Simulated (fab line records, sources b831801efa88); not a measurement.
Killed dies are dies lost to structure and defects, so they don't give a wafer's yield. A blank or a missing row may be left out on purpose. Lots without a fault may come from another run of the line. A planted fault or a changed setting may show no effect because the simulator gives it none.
Chamber matching | flow sky130 | SKY_VIA1_ETCH_14 on rie_diel-04: 4 sister chambers
The step etches BARC in N2/H2, stops on SiO2, time 45.9 s, target depth 60 nm. 16 wafers are shown with their chamber, then 8 later ones without.

WAFERS WITH THEIR CHAMBER
wafer  | chamber | drypump_motor_current_A (A) | throttle_valve_pct (%) | oes_product_au (a.u.)
L077.3 | 0       | 6.4                         | 13.238                 | 0.854
L077.5 | 3       | 5.3                         | 13.225                 | 0.860
L077.6 | 2       | 5.5                         | 13.237                 | 0.854
L080.1 | 0       | 6.3                         | 13.226                 | 0.852
L080.3 | 2       | 5.5                         | 13.236                 | 0.854
L080.5 | 1       | 6.4                         | 13.224                 | 0.848
L086.4 | 1       | 6.4                         | 13.209                 | 0.856
L086.5 | 0       | 6.4                         | 13.229                 | 0.848
L086.6 | 3       | 5.3                         | 13.237                 | 0.858
L088.1 | 0       | 6.4                         | 13.217                 | 0.850
L088.2 | 2       | 5.5                         | 13.244                 | 0.860
L088.3 | 3       | 5.3                         | 13.215                 | 0.862
L090.2 | 3       | 5.3                         | 13.225                 | 0.857
L090.3 | 0       | 6.3                         | 13.219                 | 0.857
L090.5 | 2       | 5.5                         | 13.229                 | 0.851
L092.2 | 1       | 6.4                         | 13.211                 | 0.857

SIGNATURES (means of the wafers above)
reading                 | chamber 0 | chamber 1 | chamber 2 | chamber 3 | scatter within a chamber
drypump_motor_current_A | 6.360     | 6.400     | 5.500     | 5.300     | 0.0316
throttle_valve_pct      | 13.22580  | 13.21467  | 13.23650  | 13.22550  | 0.00802
oes_product_au          | 0.85220   | 0.85367   | 0.85475   | 0.85925   | 0.00359
Rule: a wafer's distance from a chamber is the root of the sum, over the readings, of the square of ((its reading less the chamber's mean) divided by the reading's scatter). The wafer belongs to the nearest chamber; if the next one is less than 2 further off, it can't be placed. The scatter: the root of (the sum of the squares of (reading less its chamber's mean) over the shown wafers, divided by (wafers less chambers)).

WAFERS WITHOUT THEIR CHAMBER
wafer  | drypump_motor_current_A (A) | throttle_valve_pct (%) | oes_product_au (a.u.)
L092.5 | 5.3                         | 13.224                 | 0.848
L092.6 | 6.3                         | 13.217                 | 0.856
L096.1 | 6.4                         | 13.214                 | 0.859
L096.2 | 6.4                         | 13.220                 | 0.854
L096.4 | 5.5                         | 13.228                 | 0.855
L097.4 | 5.3                         | 13.232                 | 0.853
L097.5 | 5.5                         | 13.231                 | 0.863
L097.6 | 5.2                         | 13.224                 | 0.854

WHICH CHAMBER EACH WENT THROUGH
wafer  | from the rows above     | in truth
L092.5 | 3                       | 3
L092.6 | can't be placed: 0 or 1 | 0
L096.1 | can't be placed: 1 or 0 | 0
L096.2 | can't be placed: 1 or 0 | 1
L096.4 | 2                       | 2
L097.4 | 3                       | 3
L097.5 | 2                       | 2
L097.6 | 3                       | 3
Placed correctly: 5 of 8. Can't be placed from these rows: 3 (the true chamber is among the candidates in 3). Placed wrongly: 0.
